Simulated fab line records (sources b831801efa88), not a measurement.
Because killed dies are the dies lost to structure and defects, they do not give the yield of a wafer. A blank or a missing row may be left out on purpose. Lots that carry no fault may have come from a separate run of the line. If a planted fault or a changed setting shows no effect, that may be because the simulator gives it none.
Chamber matching -- flow sky130 -- cmp-01 running SKY_LI_CONTACT_CMP_24: 4 sister chambers
The step polishes, stops on PSG, t overpolish 20 s, target thk 0 nm. 8 wafers are shown with their chamber, then 7 later ones without.

## WAFERS, EACH WITH ITS CHAMBER
wafer,chamber,motor-current-A (A),time-to-endpoint-s (s)
L409.2,0,12.2,98
L409.3,1,12.6,90
L412.1,1,13.4,89
L412.5,2,11.4,89
L414.2,0,12.3,96
L414.6,3,11.3,98
L415.2,2,11.0,91
L415.3,3,11.8,93

## WAFERS WITH NO CHAMBER GIVEN
wafer,motor-current-A (A),time-to-endpoint-s (s)
L415.6,13.0,90
L423.1,11.2,103
L423.3,11.5,105
L423.6,11.5,102
L425.3,13.2,88
L425.4,11.8,101
L425.5,11.1,90

## THE CHAMBER EACH PASSED THROUGH
wafer,from the rows above,in truth
L415.6,1,1
L423.1,can't be placed: 3 or 0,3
L423.3,can't be placed: 0 or 3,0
L423.6,can't be placed: 3 or 0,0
L425.3,1,1
L425.4,can't be placed: 0 or 3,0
L425.5,2,2
Correctly placed: 3 of 7. Not placeable from these rows: 4 (in 4, the candidates include the true chamber). 0 placed wrongly.
How it was worked out, from the rows above alone: a wafer's distance from a chamber is the root of the sum, over the readings, of the square of ((its reading less the chamber's mean) divided by the reading's scatter). If the next closest chamber is less than 2 further off than the closest, the wafer can't be placed; otherwise it belongs to the closest. Each chamber's mean is taken over the wafers shown for it. The scatter: the root of (the sum of the squares of (reading less its chamber's mean) over the shown wafers, divided by (wafers less chambers)).
